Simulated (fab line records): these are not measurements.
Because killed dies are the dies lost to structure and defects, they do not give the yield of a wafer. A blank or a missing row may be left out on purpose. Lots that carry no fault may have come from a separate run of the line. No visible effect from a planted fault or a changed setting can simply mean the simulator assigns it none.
Which tool is to blame?    flow gf180mcu    15 lots, 44 wafers sampled, at 5 steps of a route of 602

WHAT THE GAUGES READ, wafer by wafer
The record lacks any reading of a measuring or inspecting step that a usual standard deviation could be used to judge.

WHICH TOOL RAN EACH LOT (tool, then ch and the chambers of the sampled wafers, then the start)
lot   GF_M5_ETCH_09                       GF_V5_CMP_04                   GF_V5_ETCH_17                                  GF_V5_SPUTTER_21              GF_TOP_METAL_SPUTTER_02
L584  rie diel-04 ch 1,2, day 26 07:31    cmp-02 ch 0,1, day 26 08:32    rie diel-03 ch 0,2, day 27 06:58 or earlier    pvd sputter-01, day 27 06:58  pvd sputter-02, day 27 07:47
L586  rie diel-02 ch 0,2, day 27 00:34    cmp-02 ch 0,1,3, day 27 01:38  rie diel-04 ch 1,2,3, day 27 23:04 or earlier  pvd sputter-01, day 27 23:04  pvd sputter-02, day 28 00:00
L587  rie diel-04 ch 0,1,3, day 27 13:07  cmp-02 ch 0,2,3, day 27 14:21  rie diel-03 ch 0,2,3, day 28 11:08 or earlier  pvd sputter-01, day 28 11:08  pvd sputter-02, day 28 11:58
L588  rie diel-02 ch 0,2,3, day 27 18:48  cmp-02 ch 1,2,3, day 27 20:11  rie diel-04 ch 0,3, day 28 16:46 or earlier    pvd sputter-01, day 28 16:46  pvd sputter-02, day 28 17:35
L589  rie diel-02 ch 0,1,3, day 28 00:49  cmp-02 ch 1,2,3, day 28 01:52  rie diel-01 ch 1,2,3, day 28 22:50 or earlier  pvd sputter-03, day 28 22:50  pvd sputter-02, day 28 23:39
L590  rie diel-02 ch 1,3, day 28 12:22    cmp-02 ch 2,3, day 28 13:23    rie diel-03 ch 0,2, day 29 09:43 or earlier    pvd sputter-01, day 29 09:43  pvd sputter-02, day 29 10:32
L591  rie diel-01 ch 1,2,3, day 28 16:37  cmp-01 ch 0,3, day 28 17:41    rie diel-04 ch 1,3, day 29 14:04 or earlier    pvd sputter-01, day 29 14:04  pvd sputter-02, day 29 14:53
L600  rie diel-02 ch 1,2,3, day 31 06:58  cmp-02 ch 0,1, day 31 07:55    rie diel-03 ch 2,3, day 32 02:36 or earlier    pvd sputter-02, day 32 02:36  pvd sputter-04, day 32 03:25
L601  rie diel-02 ch 1,3, day 31 08:13    cmp-01 ch 0,2, day 31 09:10    rie diel-01 ch 0,1,3, day 32 03:19 or earlier  pvd sputter-03, day 32 03:19  pvd sputter-03, day 32 04:21
L602  rie diel-02 ch 1,2,3, day 31 19:03  cmp-02 ch 0,3, day 31 20:01    rie diel-03 ch 1,2,3, day 32 14:01 or earlier  pvd sputter-01, day 32 14:01  pvd sputter-02, day 32 14:50
L603  rie diel-01 ch 0,3, day 32 01:20    cmp-02 ch 0,1,2, day 32 02:29  rie diel-04 ch 1,2,3, day 32 20:32 or earlier  pvd sputter-01, day 32 20:32  pvd sputter-04, day 32 21:22
L604  rie diel-02 ch 0,1, day 32 07:43    cmp-01 ch 0,1,3, day 32 08:43  rie diel-01 ch 0,1,3, day 33 02:11 or earlier  pvd sputter-03, day 33 02:11  pvd sputter-03, day 33 03:01
L605  rie diel-04 ch 0,1,3, day 32 08:37  cmp-02 ch 0,3, day 32 09:36    rie diel-03 ch 1,2, day 33 03:05 or earlier    pvd sputter-01, day 33 03:05  pvd sputter-04, day 33 03:55
L606  rie diel-01 ch 2,3, day 32 12:58    cmp-02 ch 0,1, day 32 13:57    rie diel-01 ch 1,2,3, day 33 07:23 or earlier  pvd sputter-01, day 33 07:23  pvd sputter-03, day 33 08:13
L607  rie diel-01 ch 0,1,2, day 33 03:07  cmp-02 ch 2,3, day 33 04:07    rie diel-01 ch 2,3, day 33 21:11 or earlier    pvd sputter-01, day 33 21:11  pvd sputter-04, day 33 22:01
- GF_M5_ETCH_09: etches Si3N4 in CF4/O2, target depth 52 nm, time 11.6 s.
- GF_V5_CMP_04: polishes SiO2.
- GF_V5_ETCH_17: etches SiO2 in C4F8/O2/Ar, stops on TiN, target depth 855 nm.
- GF_V5_SPUTTER_21: material Ti, target thk 15 nm, time 80.02 s.
- GF_TOP_METAL_SPUTTER_02: material AlCu, target thk 900 nm, time 47.82 s.

WHAT THE TOOLS THEMSELVES READ (means of the sampled wafers that have a number; where no wafer has one, the mark that the record gives instead)
GF_M5_ETCH_09. Usual: chamber pressure mTorr 150.02 mTorr, standard deviation 0.13; drypump motor current A 5.6 A, standard deviation 0.52; oes product au 1.003 a.u., standard deviation 0.01; throttle valve pct 5.970 %, standard deviation 0.0092.
lot   tool         chamber pressure mTorr (mTorr)  drypump motor current A (A)  oes product au (a.u.)  throttle valve pct (%)  flag
L584  rie diel-04  149.97                          6.4                          0.996                  5.973                   
L586  rie diel-02  149.92                          5.1                          1.002                  5.975                   
L587  rie diel-04  149.81                          5.7                          1.004                  5.971                   
L588  rie diel-02  149.93                          5.3                          1.014                  5.978                   
L589  rie diel-02  149.97                          5.5                          0.998                  5.971                   
L590  rie diel-02  150.12                          5.8                          1.001                  5.965                   
L591  rie diel-01  149.94                          5.7                          1.006                  5.972                   
L600  rie diel-02  149.99                          5.7                          1.013                  5.973                   
L601  rie diel-02  149.93                          5.9                          1.013                  5.975                   
L602  rie diel-02  150.09                          5.6                          1.009                  5.967                   
L603  rie diel-01  150.13                          5.4                          0.992                  5.967                   
L604  rie diel-02  150.00                          5.2                          1.001                  5.967                   
L605  rie diel-04  150.08                          5.8                          1.000                  5.974                   
L606  rie diel-01  150.06                          6.0                          1.003                  5.963                   
L607  rie diel-01  150.09                          5.2                          0.997                  5.971                   

GF_V5_CMP_04. Usual: edge zone pressure frac 0.999, standard deviation 0.0046; motor current A 12.4 A, standard deviation 1.1; retaining ring pressure frac 1.000, standard deviation 0.0054.
lot   tool    edge zone pressure frac  motor current A (A)  retaining ring pressure frac  flag
L584  cmp-02  0.998                    13.2                 0.995                         
L586  cmp-02  1.001                    12.9                 1.003                         
L587  cmp-02  1.002                    12.5                 1.000                         
L588  cmp-02  0.999                    11.7                 1.002                         
L589  cmp-02  1.001                    11.7                 1.001                         
L590  cmp-02  1.001                    12.1                 1.002                         
L591  cmp-01  0.996                    12.3                 1.000                         
L600  cmp-02  1.004                    11.9                 0.998                         
L601  cmp-01  0.996                    13.2                 1.002                         
L602  cmp-02  0.998                    13.4                 0.996                         
L603  cmp-02  1.004                    12.3                 1.001                         
L604  cmp-01  1.000                    12.0                 1.003                         
L605  cmp-02  0.996                    13.7                 1.002                         
L606  cmp-02  0.996                    12.3                 0.996                         
L607  cmp-02  0.996                    12.0                 0.999                         

GF_V5_ETCH_17. Usual: chamber pressure mTorr 40.00 mTorr, standard deviation 0.037; oes product au 0.860 a.u., standard deviation 0.0047.
lot   tool         chamber pressure mTorr (mTorr)  oes product au (a.u.)  flag
L584  rie diel-03  40.00                           0.859                  
L586  rie diel-04  39.97                           0.865                  
L587  rie diel-03  40.00                           0.861                  
L588  rie diel-04  40.00                           0.897                  OFF
L589  rie diel-01  40.02                           0.894                  OFF
L590  rie diel-03  39.95                           0.923                  OFF
L591  rie diel-04  39.95                           0.856                  
L600  rie diel-03  40.02                           0.863                  
L601  rie diel-01  40.01                           0.854                  
L602  rie diel-03  40.02                           0.856                  
L603  rie diel-04  39.97                           0.860                  
L604  rie diel-01  39.94                           0.860                  
L605  rie diel-03  40.00                           0.863                  
L606  rie diel-01  40.01                           0.861                  
L607  rie diel-01  40.02                           0.864                  

GF_V5_SPUTTER_21. Usual: throttle valve pct 30.0 %, standard deviation 0.91.
lot   tool            throttle valve pct (%)  flag
L584  pvd sputter-01  30.3                    
L586  pvd sputter-01  30.4                    
L587  pvd sputter-01  30.1                    
L588  pvd sputter-01  30.2                    
L589  pvd sputter-03  29.3                    
L590  pvd sputter-01  30.7                    
L591  pvd sputter-01  30.4                    
L600  pvd sputter-02  28.9                    
L601  pvd sputter-03  30.3                    
L602  pvd sputter-01  30.8                    
L603  pvd sputter-01  30.5                    
L604  pvd sputter-03  29.1                    
L605  pvd sputter-01  30.6                    
L606  pvd sputter-01  30.2                    
L607  pvd sputter-01  30.6                    

GF_TOP_METAL_SPUTTER_02. Usual: throttle valve pct 29.5 %, standard deviation 0.96.
lot   tool            throttle valve pct (%)  flag
L584  pvd sputter-02  29.8                    
L586  pvd sputter-02  29.8                    
L587  pvd sputter-02  29.2                    
L588  pvd sputter-02  29.5                    
L589  pvd sputter-02  29.1                    
L590  pvd sputter-02  29.2                    
L591  pvd sputter-02  29.0                    
L600  pvd sputter-04  29.5                    
L601  pvd sputter-03  29.6                    
L602  pvd sputter-02  29.4                    
L603  pvd sputter-04  29.8                    
L604  pvd sputter-03  29.7                    
L605  pvd sputter-04  29.5                    
L606  pvd sputter-03  29.7                    
L607  pvd sputter-04  29.0                    

THE ANSWER, worked out from the rows above alone
Rule: take the mean of a lot's wafers that have a number; if it is more than 3 standard deviations from the usual mean, the lot is off. A lot without any number at a reading at which 4 lots or more have one is off too. Where the step has rows for the other lots, those lots are counted as sound. After the gauges, taken in route order, come the tools' own readings; for these a lot's mean is taken, as printed above. At the first step where some lot is off, the reading lying furthest off is the one used; lots without a number count as furthest.
Off: L588, L589, L590, at GF_V5_ETCH_17 (oes product au).
A tool fits if, at that step or a process step before it, it ran every lot that is off, and no sound lot after the first of them. Because GF_V5_ETCH_17 lacks a start for some lots, the hours and order of its lots are taken from GF_V5_SPUTTER_21. Of those tried, none fits.

WHAT THE SIMULATOR PUT IN
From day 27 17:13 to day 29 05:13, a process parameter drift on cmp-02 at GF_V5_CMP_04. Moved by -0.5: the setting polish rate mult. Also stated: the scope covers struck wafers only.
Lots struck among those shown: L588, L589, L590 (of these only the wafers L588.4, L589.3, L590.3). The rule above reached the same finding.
